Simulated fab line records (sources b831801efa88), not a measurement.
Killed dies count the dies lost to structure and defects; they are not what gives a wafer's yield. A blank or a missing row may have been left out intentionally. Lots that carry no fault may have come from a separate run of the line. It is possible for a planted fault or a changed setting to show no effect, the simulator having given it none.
fab line records	flow sky130
record lots=11	wafers=33	lastDay=50
route steps=708 shown CONTACT@408 METAL1@450 METAL2@488
lots that met no fault: from a run of the same line without faults
startH: the number of hours between the record's first day and the start of the first shown wafer of the lot	waitH: time in hours since the lot's previous step	" identical to the entry in the row above	L1.1+2: several wafers, shown together as one row	- either no value or no given start	* or withheld: withheld	< > ~ a bound
route shown NAME@n: NAME is a module with steps in the file, n the number in the route of the first one	usual: average and standard deviation across the fault-free wafers	same: alike in all rows	chamber/n: place in a boat	sites: each site's reading	_std_site: how widely they spread, as a standard deviation	_edge_site: the outer-site mean with the inner-site mean subtracted	radiusMm: how far each site lies from the wafer's centre	mask NAME#n: copy n	behind: the most recent tool/chamber to have shaped the wafer	hold: cause of the lot's hold/its duration in hours/its outcome	device: which transistor (n, p or np) failed to switch	end of line: the same wafers' tests at the end of the route	a step given without rows: its recipe and nothing more	killed: not the wafer's yield, but the dies lost to structure and defects at the first sort	map: a wafer's dies, marking killed ones x, the rest . and places with no die _
set.NAME: the setting as run; set.NAME@STEP: as run at that earlier step	model.NAME: the simulator's own value behind a step, which no gauge read
the route's steps for a sample of lots (tables are steps, rows are wafers)
services: the hour from which a tool's chamber was out of use, counted from the record's first day as startH (under 0 if before that day), plus the number of hours and why
## steps
# step SKY_CONTACT_HDPCVD_02
# recipe material=SiO2	targetThkNm=565	sigmaOpenFrac=0.3	timeS=94.2	tempC=600	sih4FlowSccm=60	pressureMtorr=6
# usual runLengthS=122.1/0.58
lot.wafer	tool	chamber	startH	waitH	runLengthS
L904.1	hdpcvd-01	1	718.76	0.1	121.9
L904.2	"	2	"	"	122.6
L904.4	"	0	"	"	122.4
L906.2	hdpcvd-02	2	729.10	0.0	122.7
L906.3	"	0	"	"	122.3
L906.5	"	2	"	"	123.0
L905.1	hdpcvd-01	0	729.76	0.1	122.5
L905.4	"	0	"	"	122.3
L905.6	"	2	"	"	122.2
L907.2	hdpcvd-01	0	741.14	0.0	122.3
L907.3	"	1	"	"	121.4
L907.5	"	0	"	"	122.5
L908.1	hdpcvd-01	1	753.13	0.1	121.6
L908.2	"	0	"	"	122.5
L908.6	"	1	"	"	121.1
L912.2	hdpcvd-01	2	791.18	0.0	102.9
L912.4	"	0	"	"	104.1
L912.5	"	1	"	"	102.8
L914.2	hdpcvd-01	0	796.92	0.0	103.6
L914.3	"	2	"	"	103.0
L914.5	"	0	"	"	103.6
L915.1	hdpcvd-02	1	806.00	0.1	121.9
L915.4	"	2	"	"	123.2
L915.5	"	0	"	"	122.0
L923.3	hdpcvd-02	1	865.93	0.0	121.6
L923.5	"	0	"	"	122.5
L923.6	"	2	"	"	123.2
L924.3	hdpcvd-01	1	872.11	0.0	122.0
L924.4	"	0	"	"	122.6
L924.5	"	2	"	"	121.5
L925.1	hdpcvd-01	0	874.29	0.1	122.5
L925.2	"	1	"	"	121.2
L925.6	"	0	"	"	122.5
# step SKY_CONTACT_THK_MEAS_03
# recipe reads=SiO2_of_CONTACT_HDPCVD_02
# usual CONTACT_HDPCVD_THK=564/5.2
lot.wafer	tool	chamber	startH	waitH	CONTACT_HDPCVD_THK[nm]
L904.1	filmMetro-03	-	718.83	0.0	569
L904.2	"	-	"	"	572
L904.4	"	-	"	"	565
L906.2	filmMetro-03	-	729.18	0.0	563
L906.3	"	-	"	"	566
L906.5	"	-	"	"	563
L905.1	filmMetro-04	-	729.83	0.0	565
L905.4	"	-	"	"	574
L905.6	"	-	"	"	568
L907.2	filmMetro-04	-	741.21	0.0	568
L907.3	"	-	"	"	563
L907.5	"	-	"	"	571
L908.1	filmMetro-02	-	753.20	0.0	559
L908.2	"	-	"	"	564
L908.6	"	-	"	"	565
L912.2	filmMetro-02	-	791.26	0.0	448
L912.4	"	-	"	"	453
L912.5	"	-	"	"	457
L914.2	filmMetro-02	-	797.00	0.0	444
L914.3	"	-	"	"	445
L914.5	"	-	"	"	446
L915.1	filmMetro-04	-	806.07	0.0	560
L915.4	"	-	"	"	568
L915.5	"	-	"	"	573
L923.3	filmMetro-02	-	866.02	0.1	569
L923.5	"	-	"	"	572
L923.6	"	-	"	"	565
L924.3	filmMetro-03	-	872.20	0.1	568
L924.4	"	-	"	"	570
L924.5	"	-	"	"	563
L925.1	filmMetro-02	-	874.36	0.0	570
L925.2	"	-	"	"	569
L925.6	"	-	"	"	564
# step SKY_CONTACT_CMP_04
# recipe material=SiO2	downForcePsi=4	platenRpm=60	padVelocityMS=0.94248
# usual motorCurrentA=12.5/1.2	timeToEndpointS=84/4.3
lot.wafer	tool	chamber	startH	waitH	motorCurrentA	timeToEndpointS
L904.4	cmp-01	3	718.89	0.0	10.8	87
L904.2	"	0	"	"	11.6	87
L904.1	"	2	"	"	11.9	91
L906.3	cmp-02	0	729.23	0.0	12.0	83
L906.2	"	3	"	"	13.4	86
L906.5	"	1	"	"	13.5	86
L905.1	cmp-01	2	729.99	0.1	10.9	83
L905.4	"	3	"	"	11.0	84
L905.6	"	1	"	"	13.0	82
L907.2	cmp-01	3	741.26	0.0	11.5	84
L907.3	"	0	"	"	11.6	82
L907.5	"	0	"	"	11.6	84
L908.2	cmp-01	3	753.31	0.1	10.5	84
L908.1	"	0	"	"	11.7	85
L908.6	"	3	"	"	11.3	86
L912.4	cmp-01	3	791.31	0.0	10.4	42
L912.2	"	0	"	"	11.3	42
L912.5	"	0	"	"	11.2	40
L914.3	cmp-01	3	797.15	0.1	11.0	38
L914.2	"	0	"	"	11.1	37
L914.5	"	1	"	"	12.1	36
L915.4	cmp-02	3	806.83	0.7	12.8	88
L915.1	"	2	"	"	15.1	81
L915.5	"	0	"	"	12.9	87
L923.3	cmp-02	1	866.11	0.1	14.3	97
L923.5	"	0	"	"	13.0	94
L923.6	"	1	"	"	13.7	95
L924.4	cmp-02	3	872.29	0.1	12.8	93
L924.3	"	1	"	"	14.3	92
L924.5	"	3	"	"	12.9	89
L925.2	cmp-02	2	874.42	0.0	15.6	88
L925.1	"	3	"	"	12.8	89
L925.6	"	2	"	"	14.9	85
# step SKY_METAL1_OVL_MEAS_16
# usual METAL1_OVL=0/6.1
lot.wafer	tool	chamber	startH	waitH	METAL1_OVL[nm]
L904.1	overlay-01	-	775.12	0.1	2
L904.2	"	-	"	"	-10
L904.4	"	-	"	"	-6
L906.2	overlay-02	-	784.93	0.1	0
L906.3	"	-	"	"	-9
L906.5	"	-	"	"	-8
L905.1	overlay-01	-	785.73	0.1	11
L905.4	"	-	"	"	0
L905.6	"	-	"	"	-5
L907.2	overlay-01	-	796.44	0.1	6
L907.3	"	-	"	"	-3
L907.5	"	-	"	"	-7
L908.1	overlay-02	-	809.28	0.1	-4
L908.2	"	-	"	"	7
L908.6	"	-	"	"	-1
L912.2	overlay-01	-	847.31	0.1	1
L912.4	"	-	"	"	-6
L912.5	"	-	"	"	-10
L914.2	overlay-01	-	851.64	0.1	-2
L914.3	"	-	"	"	8
L914.5	"	-	"	"	15
L915.1	overlay-02	-	862.26	0.1	-2
L915.4	"	-	"	"	8
L915.5	"	-	"	"	2
L923.3	overlay-02	-	919.10	0.1	-12
L923.5	"	-	"	"	-8
L923.6	"	-	"	"	-2
L924.3	overlay-02	-	925.15	0.1	-4
L924.4	"	-	"	"	4
L924.5	"	-	"	"	-3
L925.1	overlay-02	-	927.02	0.1	-16
L925.2	"	-	"	"	-10
L925.6	"	-	"	"	-12
# step SKY_METAL1_METAL_ETCH_19
# recipe targetDepthA=3600	stopOn=SiO2	overEtchFrac=0.3	timeS=78	chemistry=Cl2/BCl3	resistSidewallDeg=88	pressureMtorr=10	icpW=900	biasW=48.5	Cl2_flow_sccm=60	bcl3FlowSccm=30
# usual chamberPressureMTorr=10.000/0.0094	drypumpMotorCurrentA=5.7/0.36	mfcCl2Sccm=59.98/0.17	oesProductAu=0.854/0.0053	throttleValvePct=22.264/0.0085
lot.wafer	tool	chamber	startH	waitH	chamberPressureMTorr	drypumpMotorCurrentA	mfcCl2Sccm	oesProductAu	rfHoursCounterH	throttleValvePct
L904.1	rieMetal-02	1	775.25	0.0	10.010	5.9	59.97	0.859	4	22.246
L904.2	"	0	"	"	10.002	5.7	60.02	0.855	13	22.263
L904.4	"	1	"	"	10.005	5.9	60.06	0.853	-	22.248
L906.2	rieMetal-04	1	785.05	0.0	10.007	6.3	59.74	0.852	4	22.248
L906.3	"	0	"	"	10.010	5.6	60.07	0.849	-	22.255
L906.5	"	0	"	"	10.002	5.7	59.88	0.849	-	22.264
L905.1	rieMetal-02	0	785.86	0.0	10.013	5.7	59.91	0.855	13	22.279
L905.4	"	1	"	"	9.994	5.9	59.72	0.855	-	22.278
L905.6	"	0	"	"	9.999	5.7	59.95	0.857	-	22.264
L907.2	rieMetal-01	0	796.56	0.0	10.002	5.6	59.95	0.862	10	22.285
L907.3	"	1	"	"	9.991	5.0	60.21	0.854	-	22.256
L907.5	"	1	"	"	9.979	5.0	60.22	0.857	-	22.266
L908.1	rieMetal-02	0	809.41	0.0	9.987	5.7	59.78	0.858	14	22.262
L908.2	"	1	"	"	9.993	5.9	60.00	0.856	5	22.273
L908.6	"	0	"	"	10.009	5.8	59.64	0.854	-	22.276
L912.2	rieMetal-01	1	847.44	0.0	9.991	5.0	59.72	0.847	16	22.278
L912.4	"	1	"	"	9.993	5.0	59.74	0.849	-	22.270
L912.5	"	1	"	"	10.003	5.0	59.58	0.850	-	22.259
L914.2	rieMetal-01	1	851.76	0.0	9.996	5.1	60.34	0.852	16	22.264
L914.3	"	0	"	"	10.008	5.6	59.90	0.856	-	22.276
L914.5	"	0	"	"	10.008	5.6	60.01	0.846	-	22.270
L915.1	rieMetal-04	1	862.39	0.0	9.990	6.3	59.98	0.850	7	22.265
L915.4	"	1	"	"	10.008	6.3	59.78	0.861	-	22.264
L915.5	"	0	"	"	9.997	5.7	60.25	0.852	-	22.265
L923.3	rieMetal-02	0	919.24	0.1	9.988	5.7	60.07	0.856	-	22.261
L923.5	"	0	"	"	9.994	5.7	60.08	0.848	-	22.258
L923.6	"	1	"	"	9.983	5.9	60.02	0.852	-	22.267
L924.3	rieMetal-01	1	925.29	0.1	10.011	5.1	60.08	0.858	-	22.257
L924.4	"	0	"	"	9.988	5.6	60.12	0.847	-	22.246
L924.5	"	1	"	"	10.009	5.0	59.80	0.850	-	22.281
L925.1	rieMetal-01	0	927.15	0.0	9.993	5.6	59.99	0.844	16	22.281
L925.2	"	1	"	"	10.017	5.1	59.92	0.845	1	22.262
L925.6	"	0	"	"	10.021	5.6	60.05	0.848	-	22.256
# step SKY_METAL2_RS_MEAS_05
# recipe thkMeasGauge=four-point-probe	reads=TiN_of_METAL2_SPUTTER_04+Ti_of_METAL2_SPUTTER_03+AlCu_of_METAL2_SPUTTER_02+TiN_of_METAL2_SPUTTER_01+Ti_of_METAL2_SPUTTER_00
# usual METAL2_ALCU_RS=0.1268/0.0013
lot.wafer	tool	chamber	startH	waitH	METAL2_ALCU_RS[ohm/sq]
L904.1	filmMetro-01	-	804.40	0.0	0.1276
L904.2	"	-	"	"	0.1278
L904.4	"	-	"	"	0.1278
L906.2	filmMetro-04	-	814.22	0.0	0.1279
L906.3	"	-	"	"	0.1271
L906.5	"	-	"	"	0.1273
L905.1	filmMetro-01	-	815.16	0.0	0.1277
L905.4	"	-	"	"	0.1273
L905.6	"	-	"	"	0.1260
L907.2	filmMetro-04	-	825.84	0.0	0.1276
L907.3	"	-	"	"	0.1263
L907.5	"	-	"	"	0.1261
L908.1	filmMetro-02	-	838.89	0.0	0.1275
L908.2	"	-	"	"	0.1270
L908.6	"	-	"	"	0.1280
L912.2	filmMetro-02	-	876.23	0.0	0.1245
L912.4	"	-	"	"	0.1251
L912.5	"	-	"	"	0.1259
L914.2	filmMetro-02	-	879.66	0.1	0.1259
L914.3	"	-	"	"	0.1260
L914.5	"	-	"	"	0.1267
L915.1	filmMetro-01	-	890.36	0.0	0.1264
L915.4	"	-	"	"	0.1259
L915.5	"	-	"	"	0.1269
L923.3	filmMetro-04	-	946.23	0.1	0.1282
L923.5	"	-	"	"	0.1281
L923.6	"	-	"	"	0.1275
L924.3	filmMetro-01	-	952.84	0.1	0.1266
L924.4	"	-	"	"	0.1256
L924.5	"	-	"	"	0.1259
L925.1	filmMetro-04	-	953.97	0.0	0.1304
L925.2	"	-	"	"	0.1284
L925.6	"	-	"	"	0.1291
## services
tool	chamber	startH	hours	kind
hdpcvd-02	-	731.60	1.3	repair
cmp-01	-	744.00	4.0	pm
cmp-01	-	748.00	-	consumableReplace:conditioner
cmp-01	-	748.00	-	consumableReplace:pad
cmp-01	-	754.19	0.6	repair
cmp-01	-	774.54	1.1	repair
cmp-02	-	781.79	1.9	repair
cmp-02	-	792.16	1.1	repair
hdpcvd-02	0	801.01	1.7	repair
cmp-02	-	828.03	1.5	repair
cmp-02	-	830.16	1.5	repair
cmp-02	-	855.67	2.2	repair
hdpcvd-01	-	861.23	2.8	pm
hdpcvd-01	2	878.90	10.9	repair
rieMetal-02	0	879.54	-	clean
rieMetal-01	1	895.65	-	clean
rieMetal-01	1	895.65	17.2	scheduledDown
rieMetal-01	1	895.65	17.2	ventCycle
hdpcvd-02	2	900.56	5.4	repair
hdpcvd-02	1	906.35	6.2	repair
cmp-02	-	912.41	4.0	pm
cmp-02	-	916.41	-	consumableReplace:conditioner
cmp-02	-	916.41	-	consumableReplace:pad
rieMetal-02	-	921.31	1.2	repair
## key
firstSign step=SKY_CONTACT_HDPCVD_02	reading=runLengthS	direction=down	sigmas=32	usual=*	struck=*
effect step=SKY_CONTACT_THK_MEAS_03	reading=CONTACT_HDPCVD_THK	direction=down	sigmas=22	usual=564	struck=449
effect step=SKY_CONTACT_CMP_04	reading=timeToEndpointS	direction=down	sigmas=10	usual=*	struck=*
metAt SKY_CONTACT_HDPCVD_02
struckLots L912,L914
testerLeftOut L912,L914
notActingAt SKY_METAL1_OVL_MEAS_16,SKY_METAL1_METAL_ETCH_19,SKY_METAL2_RS_MEAS_05
onsetBetween 753.13 791.18
fault kind=processParameterDrift	tool=hdpcvd-01	chamber=-	onsetH=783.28	steps=SKY_CONTACT_HDPCVD_02	channel=timeS	offset=*	shape=step	endH=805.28	actsIn=*	stated=*
# testerLeftOut: of these lots the tester's yield and bins aren't shown, on N5 and GAA mostly nor the transistor test; their killed dies are dies lost to structure and defects alone, not to doping, threshold or leakage, so they don't give the yield
